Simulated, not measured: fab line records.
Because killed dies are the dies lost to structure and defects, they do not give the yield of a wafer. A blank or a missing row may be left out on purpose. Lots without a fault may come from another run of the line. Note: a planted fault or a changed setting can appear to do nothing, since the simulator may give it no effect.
Which tool was responsible? || flow gf180mcu || 14 lots, 40 wafers sampled, at 1 step of a route of 602

== WHAT THE GAUGES SHOWED, per wafer ==
GF_V5_THK_MEAS_01. Usual: V5_CVD_00_THK typically reads 299 nm, with standard deviation 3.5.
{"lot": "L253", "measured": "day 26 13:46", "on": "film-metro-01", "V5_CVD_00_THK (nm)": "299 300 298", "flag": ""}
{"lot": "L254", "measured": "day 26 20:26", "on": "film-metro-01", "V5_CVD_00_THK (nm)": "300 303 301", "flag": ""}
{"lot": "L256", "measured": "day 27 11:35", "on": "film-metro-02", "V5_CVD_00_THK (nm)": "300 303 299", "flag": ""}
{"lot": "L259", "measured": "day 28 10:14", "on": "film-metro-02", "V5_CVD_00_THK (nm)": "299 297 299", "flag": ""}
{"lot": "L261", "measured": "day 28 21:52", "on": "film-metro-02", "V5_CVD_00_THK (nm)": "303 303 304", "flag": ""}
{"lot": "L260", "measured": "day 29 00:11", "on": "film-metro-04", "V5_CVD_00_THK (nm)": "297 303 306", "flag": ""}
{"lot": "L262", "measured": "day 29 05:37", "on": "film-metro-01", "V5_CVD_00_THK (nm)": "305 300 302", "flag": ""}
{"lot": "L263", "measured": "day 29 14:42", "on": "film-metro-04", "V5_CVD_00_THK (nm)": "298 292 303", "flag": ""}
{"lot": "L265", "measured": "day 30 06:05", "on": "film-metro-04", "V5_CVD_00_THK (nm)": "295 296 294", "flag": ""}
{"lot": "L266", "measured": "day 30 11:47", "on": "film-metro-01", "V5_CVD_00_THK (nm)": "299 301 292", "flag": ""}
{"lot": "L267", "measured": "day 30 12:14", "on": "film-metro-02", "V5_CVD_00_THK (nm)": "298 295 300", "flag": ""}
{"lot": "L270", "measured": "day 31 08:08", "on": "film-metro-04", "V5_CVD_00_THK (nm)": "290 298", "flag": ""}
{"lot": "L272", "measured": "day 32 01:57", "on": "film-metro-04", "V5_CVD_00_THK (nm)": "299 303", "flag": ""}
{"lot": "L276", "measured": "day 32 21:00", "on": "film-metro-04", "V5_CVD_00_THK (nm)": "303 304 304", "flag": ""}

== TOOL THAT RAN EACH LOT (tool first, then ch and the chambers of the sampled wafers, then the start) ==
Record: no process step prior to these readings.

== AS READ BY THE TOOLS THEMSELVES (means over the sampled wafers that have a number; for cases with no such wafer, the mark the record gives instead) ==
The record holds no such reading with a usual standard deviation.

== THE ANSWER, worked out from the rows above alone ==
Rule: a lot counts as off when the mean over its wafers that have a number is more than 3 standard deviations away from the usual mean. A lot without any number at a reading at which 4 lots or more have one is off too. Any other lot the step has rows for is counted as sound. After the gauges, taken in route order, come the tools' own readings; for these a lot's mean is taken, as printed above. The first step at which some lot is off is used, and at that step the reading that is off furthest; a lot without a number counts as furthest.
No lot is off on any of the readings shown, so nothing can be concluded from this.

== WHAT THE SIMULATOR HAD PUT IN ==
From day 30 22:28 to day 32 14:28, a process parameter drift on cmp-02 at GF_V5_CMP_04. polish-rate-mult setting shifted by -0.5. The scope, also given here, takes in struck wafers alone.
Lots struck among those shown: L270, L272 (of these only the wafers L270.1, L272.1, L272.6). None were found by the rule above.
